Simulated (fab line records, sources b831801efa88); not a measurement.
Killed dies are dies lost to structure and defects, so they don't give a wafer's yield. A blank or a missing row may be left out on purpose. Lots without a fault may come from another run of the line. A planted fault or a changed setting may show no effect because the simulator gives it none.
A struck lot beside a sound one | flow sky130 | 18 steps out of a route of 708
Sound: wafers L810.1, L810.2, L810.5. Struck: wafers L823.4, L823.5. (L823.1 of the same lot was not struck and is left out.) The cause comes at the end.
At each step with rows: each side's tool, then ch and its chambers, then its first start. Under that, the readings that differ: sound wafers | struck wafers | difference of the means | sigmas: that difference in standard deviations of wafers without a fault.
alike: readings whose means differ by less than 2 such deviations, and words and numbers that are the same on both sides. not compared: withheld readings, readings that some wafer has no value for, bounds like >300 that may hide the same value, and numbers for which the record gives no deviation and whose values overlap.
The two part at a step that has a row with sigmas, a row that says differs or no value, or rows on one side only. Numbers that don't overlap but have no deviation are shown without sigmas and don't part them. A reading that every wafer of one side lacks parts them only if that side has two wafers or more.

first, 2 steps without rows for these wafers: SKY_CONTACT_PEB_12; SKY_CONTACT_DEVELOP_13 (develop time 60 s).
SKY_CONTACT_CD_MEAS_14: target cd 170 nm.
  sound on cd_sem-02, day 32 04:16; struck on cd_sem-01, day 36 06:17
  alike: cd_nm
SKY_CONTACT_OVL_MEAS_15:
  sound on overlay-01, day 32 04:23; struck on overlay-01, day 36 06:24
  alike: CONTACT_OVL
SKY_CONTACT_ETCH_16: etches BARC in N2/H2, stops on SiO2, time 45.9 s, target depth 60 nm.
  sound on rie_diel-03 ch 0,2,3, day 32 04:25; struck on rie_diel-03 ch 0,2, day 36 06:26
  alike: drypump_motor_current_A, oes_product_au, rf_fwd_power_W, throttle_valve_pct
  not compared: rf_hours_counter_h
then, 1 step without rows for these wafers: SKY_CONTACT_ETCH_17 (etches SiO2 in C4F8/O2/Ar, stops on Si3N4, target depth 340 nm).
SKY_CONTACT_ETCH_18: etches Si3N4 in CHF3/O2, stops on TiN, time 39 s, target depth 75 nm.
  sound on rie_diel-03 ch 0,2,3; struck on rie_diel-03 ch 0,2
  alike: drypump_motor_current_A, oes_product_au, rf_fwd_power_W, throttle_valve_pct
  not compared: rf_hours_counter_h
SKY_CONTACT_STRIP_19: strips in O2/N2.
  sound on plasma_asher-04 ch 0,1, day 32 04:33; struck on plasma_asher-02 ch 0,1, day 36 06:34
  alike: drypump_motor_current_A, oes_product_au, strip_time_to_endpoint_s
  not compared: rf_hours_counter_h
then, 3 steps without rows for these wafers: SKY_CONTACT_STRIP_20 (strips in post etch residue remover, time 1200 s); SKY_CONTACT_CLEAN_21 (cleans in IPA, time 180 s); SKY_CONTACT_CLEAN_22 (cleans in O3/DIW).
SKY_CONTACT_SPUTTER_23: material TiN, target thk 20 nm, time 80 s.
  sound on pvd_sputter-04, day 32 05:11; struck on pvd_sputter-02, day 36 07:10
  alike: throttle_valve_pct
SKY_CONTACT_CVD_24: deposits W, target thk 340 nm, time 102.12 s.
  sound on cvd_w-01 ch 0, day 32 05:15; struck on cvd_w-01 ch 0,1, day 36 07:13
  reading                               | sound             | struck    | difference | sigmas
  model.W_of_CONTACT_CVD_24.thk_nm (nm) | 341.1 333.8 335.3 | 455 464.2 | +123       |
  alike: heater_power_w, susceptor_temp_C
SKY_CONTACT_RS_MEAS_25: measures by four-point-probe.
  sound on film_metro-01, day 32 05:28; struck on film_metro-01, day 36 07:20
  reading               | sound             | struck      | difference | sigmas
  CONTACT_W_RS (ohm/sq) | 0.337 0.345 0.343 | 0.252 0.247 | -0.092     | -17
SKY_CONTACT_THK_MEAS_26: measures by xrf.
  sound on film_metro-01, day 32 05:35; struck on film_metro-01, day 36 07:27
  reading            | sound       | struck  | difference | sigmas
  CONTACT_W_THK (nm) | 332 321 328 | 438 440 | +112       | +20
SKY_CONTACT_CMP_27: polishes, stops on SiO2, t overpolish 15 s, target thk 0 nm.
  sound on cmp-02 ch 1,3, day 32 05:39; struck on cmp-01 ch 2,3, day 36 07:34
  reading                | sound    | struck  | difference | sigmas
  time_to_endpoint_s (s) | 93 89 90 | 109 116 | +22        | +5
  alike: motor_current_A
SKY_METAL1_SPUTTER_00: material Ti, target thk 15 nm, time 10 s.
  sound on pvd_sputter-03, day 32 05:57; struck on pvd_sputter-03, day 36 07:49
  alike: throttle_valve_pct
-- the record jumps here: 13 days lie between the struck wafers' starts before and after (it left off in module METAL1 and takes up again in module PAD_OPEN, whose first step shown is number 708 of the route) --
SKY_PAD_OPEN_PROBE_99:
  the record has rows for the struck wafers here (prober-02, day 49 10:46) and none for the sound ones

WHERE THEY PART
First at SKY_CONTACT_RS_MEAS_25; last, within this record, at SKY_PAD_OPEN_PROBE_99.

WHY: what the simulator had put in
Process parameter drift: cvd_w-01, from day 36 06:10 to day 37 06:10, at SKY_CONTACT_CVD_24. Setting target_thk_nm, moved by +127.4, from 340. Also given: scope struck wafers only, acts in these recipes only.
